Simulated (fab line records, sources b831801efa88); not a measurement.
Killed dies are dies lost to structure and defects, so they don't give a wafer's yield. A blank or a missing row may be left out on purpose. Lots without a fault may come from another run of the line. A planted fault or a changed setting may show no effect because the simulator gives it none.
Chamber matching | flow sky130 | SKY_POLY_CUT_ETCH_11 on rie_diel-03: 4 sister chambers
The step etches Si3N4 in CF4/CH2F2/Ar, stops on poly-Si, time 42.5 s, target depth 60 nm. 4 wafers are shown with their chamber, then 12 later ones without.

WAFERS WITH THEIR CHAMBER
wafer  | chamber | drypump_motor_current_A (A)
L085.1 | 2       | 6.1
L085.3 | 1       | 5.8
L088.5 | 0       | 5.2
L088.6 | 3       | 5.4

WAFERS WITHOUT THEIR CHAMBER
wafer  | drypump_motor_current_A (A)
L089.2 | 5.8
L089.3 | 5.3
L089.6 | 5.2
L094.1 | 5.2
L094.2 | 5.4
L094.3 | 5.8
L095.1 | 5.2
L095.4 | 5.4
L095.6 | 5.2
L097.2 | 5.8
L097.3 | 6.1
L097.6 | 5.2

WHICH CHAMBER EACH WENT THROUGH
wafer  | from the rows above     | in truth
L089.2 | 1                       | 1
L089.3 | can't be placed: 0 or 3 | 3
L089.6 | 0                       | 0
L094.1 | 0                       | 0
L094.2 | 3                       | 3
L094.3 | 1                       | 1
L095.1 | 0                       | 0
L095.4 | 3                       | 3
L095.6 | 0                       | 0
L097.2 | 1                       | 1
L097.3 | 2                       | 2
L097.6 | 0                       | 0
Placed correctly: 11 of 12. Can't be placed from these rows: 1 (the true chamber is among the candidates in 1). Placed wrongly: 0.
How it was worked out, from the rows above alone: a wafer's distance from a chamber is the root of the sum, over the readings, of the square of ((its reading less the chamber's mean) divided by the reading's scatter). The wafer belongs to the nearest chamber; if the next one is less than 2 further off, it can't be placed. A chamber's mean is the mean of its shown wafers. The scatter: with one shown wafer a chamber, the root of the mean of the squares of how far each hidden wafer lies from its nearest shown one.
